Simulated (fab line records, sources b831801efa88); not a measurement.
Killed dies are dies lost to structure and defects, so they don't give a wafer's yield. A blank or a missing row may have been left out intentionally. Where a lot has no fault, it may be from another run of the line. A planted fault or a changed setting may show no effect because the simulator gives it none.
Code-filled problem report in 8D (eight disciplines) form || flow sky130 || the parts of the form that need people (team, actions taken, sign-off) are left out

== 1. THE ISSUE ==
Wafers free of any fault read 0.2452 ohm/sq (standard deviation 0.0029) for VIA4_W_RS at SKY_VIA4_RS_MEAS_19, against a mean of 0.1736 ohm/sq on 3 wafers of 2 lots. That is -25 standard deviations from the usual mean.
The step: measures by four-point-probe.
Earliest sighting: wafer L386.2 on film metro-01 at day 45 17:56. The record has a number at this step for 30 wafers belonging to 10 lots. Rule for "out" (also "out of limits"): further than 4 standard deviations from the usual mean. The other wafers with a number count as sound.

== 2. WHAT IT IS; WHAT IT IS NOT ==
{"question": "which readings at this step", "is": "VIA4_W_RS", "is not": "-"}
{"question": "which lots", "is": "L386, L387", "is not": "L376, L379, L383, L384, L385, L397, L398, L399"}
{"question": "which wafers of those lots", "is": "L386.2, L386.4, L387.2", "is not": "L386.1, L387.1, L387.6"}
{"question": "read on which gauges", "is": "film metro-01, film metro-03", "is not": "film metro-02"}
{"question": "when", "is": "from day 45 17:56", "is not": "up to then (16 sound wafers); but 11 sound wafers of L387, L397, L398, L399 came after"}

== 3. THE SUSPECTS, EACH WITH WHAT RULES IT OUT ==
Counting: a tool at a process step up to the reading stays a suspect if it ran every lot that is out. Sound lots after the first of them don't rule it out here, since some wafers of a struck lot are sound.
- ruled out: the gauge at SKY_VIA4_RS_MEAS_19. The wafers that are out were read on 2 gauges (film metro-01, film metro-03).
- rie metal-03 at SKY_CAP2M_METAL_ETCH_13 (etches TiN in Cl2/BCl3, stops on SiO2, target depth 220 nm, time 62.9 s): kept. Every lot that is out went through it, the first being L386 (day 43 18:26); the last sound lot it ran before that was L383 (day 42 17:31).
- cvd w-02 at SKY_VIA4_CVD_18 (deposits W, target thk 505 nm, time 152.14 s): kept. Every lot that is out went through it, the first being L386 (day 45 17:47); the last sound lot it ran before that was L384 (day 44 23:52).
- At SKY_VIA4_CVD_18 on cvd w-02, chamber 1 took the sound wafers of the same lots and chamber 0 took the wafers that are out.
Left after counting: rie metal-03 at SKY_CAP2M_METAL_ETCH_13, cvd w-02 at SKY_VIA4_CVD_18.

== 4. THE CAUSE (what the simulator had put in) ==
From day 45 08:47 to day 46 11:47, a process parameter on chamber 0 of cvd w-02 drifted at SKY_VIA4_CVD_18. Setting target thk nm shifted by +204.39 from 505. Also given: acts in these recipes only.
Counting leaves 2 suspects; this tool is one of them.

== 5. SEQUENCE OF EFFECTS, ordered by route ==
One row per reading whose mean, taken over the struck wafers that have a number, lies over 3 standard deviations from the usual. Readings are gone through only where the record gives a usual standard deviation; hours: the median, over the lots, of the time from a lot's start at the first step in this table giving one to that lot's start at this step; sigmas: the change measured in usual standard deviations.
{"hours": 0, "step": "SKY_VIA4_RS_MEAS_19", "reading": "VIA4_W_RS", "usual": "0.2452 ohm/sq", "on struck wafers": 0.1736, "change": -0.0716, "sigmas": -25}
{"hours": 0, "step": "SKY_VIA4_THK_MEAS_20", "reading": "VIA4_W_THK", "usual": "468 nm", "on struck wafers": 664, "change": "+196", "sigmas": "+31"}
{"hours": 0, "step": "SKY_VIA4_CMP_21", "reading": "time to endpoint s", "usual": "112 s", "on struck wafers": 154, "change": "+42", "sigmas": "+11"}
It contains these process steps:
- SKY_VIA4_CMP_21: polishes, stops on SiO2, t overpolish 25 s, target thk 0 nm.

== 6. HOW IT WOULD HAVE BEEN CAUGHT EARLIER ==
Counted from the fault's start at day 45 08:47, it took 9 hours until the first out-of-limits reading at a measuring or inspecting step in this record, taken at day 45 17:56.
An alarm limit of 4 standard deviations would not have fired on the tool readings at SKY_VIA4_CVD_18 for which the record gives a usual standard deviation, since none of them was out on any struck wafer.
Of the lots that are out (2), L387 began SKY_VIA4_CVD_18 on cvd w-02 after day 45 17:56. Had the tool been put on hold then, it would have been spared.
